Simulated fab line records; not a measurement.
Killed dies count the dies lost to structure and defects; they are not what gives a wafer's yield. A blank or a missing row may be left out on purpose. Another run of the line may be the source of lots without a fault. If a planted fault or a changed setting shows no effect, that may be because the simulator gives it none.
Which tool is to blame? || flow sfqLine || 10 lots, 30 wafers sampled, at 3 steps of a route of 325

## WHAT EACH GAUGE READ, for each wafer
SFQ_I6_BOW_MEAS_941.
{"lot": "L143", "measured": "day 74 14:01", "on": "filmMetro-02", "I6_BOW (um)": "2 -1 6"}
{"lot": "L144", "measured": "day 74 20:01", "on": "filmMetro-04", "I6_BOW (um)": "-6 4 -8"}
{"lot": "L145", "measured": "day 79 02:11", "on": "filmMetro-01", "I6_BOW (um)": "-2 14 17"}
{"lot": "L146", "measured": "day 79 05:11", "on": "filmMetro-02", "I6_BOW (um)": "17 7 -3"}
{"lot": "L147", "measured": "day 79 05:15", "on": "filmMetro-04", "I6_BOW (um)": "-1 -9 5"}
{"lot": "L148", "measured": "day 79 08:37", "on": "filmMetro-01", "I6_BOW (um)": "-1 6 -19"}
{"lot": "L151", "measured": "day 79 15:17", "on": "filmMetro-02", "I6_BOW (um)": "1 3 13"}
{"lot": "L152", "measured": "day 79 16:59", "on": "filmMetro-01", "I6_BOW (um)": "6 7 -6"}
{"lot": "L153", "measured": "day 79 19:23", "on": "filmMetro-04", "I6_BOW (um)": "-10 -12 -14"}
{"lot": "L154", "measured": "day 79 22:23", "on": "filmMetro-04", "I6_BOW (um)": "1 -3 14"}

## WHICH TOOL RAN EACH LOT (tool, then ch and the chambers of the sampled wafers, then the start)
{"lot": "L143", "SFQ_TRILAYER_M5_STRIP_STRIP_127": "rieMetal-03 ch 0,1, day 65 04:09", "SFQ_TRILAYER_C5_STRIP_STRIP_155": "rieMetal-02 ch 0,1, day 74 00:28"}
{"lot": "L144", "SFQ_TRILAYER_M5_STRIP_STRIP_127": "rieMetal-03 ch 0,1, day 65 16:01", "SFQ_TRILAYER_C5_STRIP_STRIP_155": "rieMetal-01 ch 1, day 74 02:07"}
{"lot": "L145", "SFQ_TRILAYER_M5_STRIP_STRIP_127": "rieMetal-01 ch 0,1, day 70 01:41", "SFQ_TRILAYER_C5_STRIP_STRIP_155": "rieMetal-02 ch 0,1, day 74 19:46"}
{"lot": "L146", "SFQ_TRILAYER_M5_STRIP_STRIP_127": "rieMetal-03 ch 0,1, day 70 02:53", "SFQ_TRILAYER_C5_STRIP_STRIP_155": "rieMetal-04 ch 0,1, day 74 20:53"}
{"lot": "L147", "SFQ_TRILAYER_M5_STRIP_STRIP_127": "rieMetal-01 ch 0,1, day 70 05:17", "SFQ_TRILAYER_C5_STRIP_STRIP_155": "rieMetal-04 ch 0, day 74 23:22"}
{"lot": "L148", "SFQ_TRILAYER_M5_STRIP_STRIP_127": "rieMetal-03 ch 0,1, day 70 07:41", "SFQ_TRILAYER_C5_STRIP_STRIP_155": "rieMetal-02 ch 0,1, day 75 03:38"}
{"lot": "L151", "SFQ_TRILAYER_M5_STRIP_STRIP_127": "rieMetal-02 ch 0,1, day 70 14:53", "SFQ_TRILAYER_C5_STRIP_STRIP_155": "rieMetal-02 ch 0, day 75 11:02"}
{"lot": "L152", "SFQ_TRILAYER_M5_STRIP_STRIP_127": "rieMetal-01 ch 0,1, day 70 16:05", "SFQ_TRILAYER_C5_STRIP_STRIP_155": "rieMetal-04 ch 0,1, day 75 13:17"}
{"lot": "L153", "SFQ_TRILAYER_M5_STRIP_STRIP_127": "rieMetal-03 ch 0,1, day 70 17:17", "SFQ_TRILAYER_C5_STRIP_STRIP_155": "rieMetal-01 ch 0,1, day 75 15:38"}
{"lot": "L154", "SFQ_TRILAYER_M5_STRIP_STRIP_127": "rieMetal-02 ch 0,1, day 70 18:29", "SFQ_TRILAYER_C5_STRIP_STRIP_155": "rieMetal-04 ch 0,1, day 75 18:02"}
- SFQ_TRILAYER_M5_STRIP_STRIP_127: strips in O2.
- SFQ_TRILAYER_C5_STRIP_STRIP_155: strips in O2.

## WHAT THE TOOLS THEMSELVES READ (means of the sampled wafers that have a number; where no wafer has one, the mark that the record gives instead)
SFQ_TRILAYER_M5_STRIP_STRIP_127.
{"lot": "L143", "tool": "rieMetal-03", "drypumpMotorCurrentA (A)": 5.41, "oesProductAu (a.u.)": 1.001}
{"lot": "L144", "tool": "rieMetal-03", "drypumpMotorCurrentA (A)": 5.41, "oesProductAu (a.u.)": 1.007}
{"lot": "L145", "tool": "rieMetal-01", "drypumpMotorCurrentA (A)": 5.75, "oesProductAu (a.u.)": 1.008}
{"lot": "L146", "tool": "rieMetal-03", "drypumpMotorCurrentA (A)": 5.41, "oesProductAu (a.u.)": 0.994}
{"lot": "L147", "tool": "rieMetal-01", "drypumpMotorCurrentA (A)": 5.77, "oesProductAu (a.u.)": 1.000}
{"lot": "L148", "tool": "rieMetal-03", "drypumpMotorCurrentA (A)": 5.42, "oesProductAu (a.u.)": 1.002}
{"lot": "L151", "tool": "rieMetal-02", "drypumpMotorCurrentA (A)": 5.92, "oesProductAu (a.u.)": 0.993}
{"lot": "L152", "tool": "rieMetal-01", "drypumpMotorCurrentA (A)": 5.76, "oesProductAu (a.u.)": 0.997}
{"lot": "L153", "tool": "rieMetal-03", "drypumpMotorCurrentA (A)": 5.43, "oesProductAu (a.u.)": 1.003}
{"lot": "L154", "tool": "rieMetal-02", "drypumpMotorCurrentA (A)": 5.84, "oesProductAu (a.u.)": 1.003}

SFQ_TRILAYER_C5_STRIP_STRIP_155.
{"lot": "L143", "tool": "rieMetal-02", "drypumpMotorCurrentA (A)": 5.9, "oesProductAu (a.u.)": 1.000}
{"lot": "L144", "tool": "rieMetal-01", "drypumpMotorCurrentA (A)": 5.7, "oesProductAu (a.u.)": 0.995}
{"lot": "L145", "tool": "rieMetal-02", "drypumpMotorCurrentA (A)": 5.8, "oesProductAu (a.u.)": 0.994}
{"lot": "L146", "tool": "rieMetal-04", "drypumpMotorCurrentA (A)": 5.2, "oesProductAu (a.u.)": 1.000}
{"lot": "L147", "tool": "rieMetal-04", "drypumpMotorCurrentA (A)": 5.2, "oesProductAu (a.u.)": 0.997}
{"lot": "L148", "tool": "rieMetal-02", "drypumpMotorCurrentA (A)": 5.8, "oesProductAu (a.u.)": 0.998}
{"lot": "L151", "tool": "rieMetal-02", "drypumpMotorCurrentA (A)": 6.0, "oesProductAu (a.u.)": 1.002}
{"lot": "L152", "tool": "rieMetal-04", "drypumpMotorCurrentA (A)": 5.3, "oesProductAu (a.u.)": 1.006}
{"lot": "L153", "tool": "rieMetal-01", "drypumpMotorCurrentA (A)": 5.8, "oesProductAu (a.u.)": 1.014}
{"lot": "L154", "tool": "rieMetal-04", "drypumpMotorCurrentA (A)": 5.3, "oesProductAu (a.u.)": 0.998}

## THE ANSWER, worked out from the rows above alone
Rule: what is usual is taken from the lots themselves. The widest of any qualifying gaps counts: lots, ordered by their means at a reading, are off when they make up no more than a third of the lots, leave a main group of 4 or more, and stand apart from it by 3 or more times the standard deviation of that group's means. A main group whose means are all the same, to the digits that the tables above print for the reading, isn't used. Also off: a lot with no number at a reading for which 4 or more lots have one. Any other lot the step has rows for is counted as sound. After the gauges, taken in route order, come the tools' own readings; for these a lot's mean is taken, as printed above. The first step at which some lot is off is used, and at that step the reading that is off furthest; a lot without a number counts as furthest.
No lot is off on any of the readings shown, so nothing can be concluded from this.

## WHAT WAS PUT IN BY THE SIMULATOR
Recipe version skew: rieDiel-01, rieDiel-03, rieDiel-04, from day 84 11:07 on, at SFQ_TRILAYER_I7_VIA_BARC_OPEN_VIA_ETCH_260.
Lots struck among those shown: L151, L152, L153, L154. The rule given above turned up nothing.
